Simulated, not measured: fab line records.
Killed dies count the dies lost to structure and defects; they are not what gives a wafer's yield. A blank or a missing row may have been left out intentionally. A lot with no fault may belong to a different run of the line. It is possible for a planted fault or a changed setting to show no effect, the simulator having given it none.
Chamber matching :: flow sky130 :: SKY_PASSIVATION_ETCH_11 on rie diel-02: 4 sister chambers
The step etches the open film in CF4/O2, stops on AlCu, target depth 725 nm, time 161.1 s. 4 wafers are shown with their chamber, then 12 later ones without.

## WAFERS WITH THEIR CHAMBER
wafer: L087.2
chamber: 2
drypump motor current A (A): 5.8

wafer: L089.2
chamber: 1
drypump motor current A (A): 5.7

wafer: L089.3
chamber: 0
drypump motor current A (A): 5.1

wafer: L089.6
chamber: 3
drypump motor current A (A): 5.7

## WAFERS WITHOUT THEIR CHAMBER
wafer: L094.1
drypump motor current A (A): 5.1

wafer: L094.2
drypump motor current A (A): 5.7

wafer: L094.3
drypump motor current A (A): 5.8

wafer: L095.3
drypump motor current A (A): 5.8

wafer: L095.4
drypump motor current A (A): 5.7

wafer: L095.5
drypump motor current A (A): 5.1

wafer: L096.1
drypump motor current A (A): 5.7

wafer: L096.2
drypump motor current A (A): 5.2

wafer: L096.3
drypump motor current A (A): 5.7

wafer: L096.4
drypump motor current A (A): 5.8

wafer: L096.5
drypump motor current A (A): 5.2

wafer: L096.6
drypump motor current A (A): 5.7

## EACH ONE'S CHAMBER
wafer: L094.1
from the rows above: 0
in truth: 0

wafer: L094.2
from the rows above: can't be placed: 1 or 3
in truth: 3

wafer: L094.3
from the rows above: 2
in truth: 2

wafer: L095.3
from the rows above: 2
in truth: 2

wafer: L095.4
from the rows above: can't be placed: 1 or 3
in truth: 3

wafer: L095.5
from the rows above: 0
in truth: 0

wafer: L096.1
from the rows above: can't be placed: 1 or 3
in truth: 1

wafer: L096.2
from the rows above: 0
in truth: 0

wafer: L096.3
from the rows above: can't be placed: 1 or 3
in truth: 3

wafer: L096.4
from the rows above: 2
in truth: 2

wafer: L096.5
from the rows above: 0
in truth: 0

wafer: L096.6
from the rows above: can't be placed: 1 or 3
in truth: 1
Correct placement for 7 of the 12. Cannot be placed on the basis of these rows: 5; the candidates contain the true chamber in 5. 0 placed wrongly.
How it was worked out, from the rows above alone: a wafer's distance from a chamber is the root of the sum, over the readings, of the square of ((its reading less the chamber's mean) divided by the reading's scatter). The wafer belongs to the nearest chamber; if the next one is less than 2 further off, it can't be placed. Each chamber's mean is taken over the wafers shown for it. The scatter: with one shown wafer a chamber, the root of the mean of the squares of how far each hidden wafer lies from its nearest shown one.
